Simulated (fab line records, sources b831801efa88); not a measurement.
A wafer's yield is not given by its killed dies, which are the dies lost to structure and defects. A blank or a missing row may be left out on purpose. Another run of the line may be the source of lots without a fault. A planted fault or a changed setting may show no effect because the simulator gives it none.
Which tool was responsible? | flow sky130 | 33 wafers from 11 lots sampled at 3 of the route's 708 steps

## WHAT THE GAUGES SHOWED, per wafer
SKY_PWDE_TW_MEAS_10.
lot  | measured    | on            | PWDE_TW
L674 | day 3 22:22 | film_metro-01 | 378.3 375.7 375.7
L677 | day 4 16:57 | film_metro-04 | 379.1 378.7 378.4
L678 | day 4 19:55 | film_metro-01 | 377.6 380.8 377.4
L679 | day 5 01:36 | film_metro-04 | 375.1 374.9 375.7
L682 | day 5 19:04 | film_metro-02 | 374.1 373.3 374.6
L683 | day 5 22:47 | film_metro-01 | 378.3 379.2 379.1
L684 | day 6 04:21 | film_metro-02 | 374.1 372.7 375.5
L686 | day 6 20:15 | film_metro-01 | 379.5 379.0 381.2
L688 | day 7 03:51 | film_metro-04 | 400.0 399.4 401.3
L692 | day 8 03:01 | film_metro-04 | 403.3 397.3 399.6
L697 | day 9 04:54 | film_metro-01 | 377.8 376.8 374.9

## WHICH TOOL RAN EACH LOT (tool, then ch and the chambers of the sampled wafers, then the start)
lot  | SKY_FIELD_ISO_CMP_27         | SKY_PWDE_IMPLANT_08
L674 | cmp-02 ch 0,1,3, day 2 10:47 | implanter-01 ch 0, day 3 22:08
L677 | cmp-02 ch 0,2, day 3 04:26   | implanter-01 ch 0, day 4 16:42
L678 | cmp-02 ch 0,1,3, day 3 08:10 | implanter-03 ch 0, day 4 19:42
L679 | cmp-01 ch 0,1,2, day 3 12:50 | implanter-03 ch 0, day 5 01:21
L682 | cmp-01 ch 1,2,3, day 4 04:24 | implanter-02 ch 0, day 5 18:49
L683 | cmp-02 ch 0,3, day 4 07:13   | implanter-03 ch 0, day 5 22:32
L684 | cmp-02 ch 0,1,3, day 4 13:00 | implanter-02 ch 0, day 6 04:06
L686 | cmp-02 ch 1,3, day 5 02:54   | implanter-01 ch 0, day 6 20:00
L688 | cmp-02 ch 0,2,3, day 5 11:02 | implanter-01 ch 0, day 7 03:36
L692 | cmp-02 ch 0,2,3, day 6 07:52 | implanter-01 ch 0, day 8 02:49
L697 | cmp-01 ch 0,2, day 7 07:14   | implanter-02 ch 0, day 9 04:39
- SKY_FIELD_ISO_CMP_27: polishes, stops on Si3N4, t overpolish 16 s, target thk 457.8 nm.
- SKY_PWDE_IMPLANT_08

## THE ANSWER, worked out from the rows above alone
Rule: the lots themselves supply what counts as usual. Put in order of their means at a reading, lots are off if they are a third of the lots or fewer, leave a main group of 4 or more, and stand apart from it by a gap of 3 or more times the standard deviation of the main group's means; of several such gaps the widest counts. A main group whose means are all the same, to the digits that the tables above print for the reading, isn't used. Also off: a lot with no number at a reading for which 4 or more lots have one. The other lots that the step has rows for count as sound.
Off: L688, L692, at SKY_PWDE_TW_MEAS_10 (PWDE_TW). The main group: mean 376.9, standard deviation 2.1.
A tool fits if, at a process step before that reading, it ran every lot that is off, and no sound lot after the first of them. Those tools and the gauges at SKY_PWDE_TW_MEAS_10 are tried in the same way. Can't be told from this: 3 tools fit, cmp-02 at SKY_FIELD_ISO_CMP_27, implanter-01 at SKY_PWDE_IMPLANT_08, film_metro-04 at SKY_PWDE_TW_MEAS_10.

## WHAT WAS PUT IN BY THE SIMULATOR
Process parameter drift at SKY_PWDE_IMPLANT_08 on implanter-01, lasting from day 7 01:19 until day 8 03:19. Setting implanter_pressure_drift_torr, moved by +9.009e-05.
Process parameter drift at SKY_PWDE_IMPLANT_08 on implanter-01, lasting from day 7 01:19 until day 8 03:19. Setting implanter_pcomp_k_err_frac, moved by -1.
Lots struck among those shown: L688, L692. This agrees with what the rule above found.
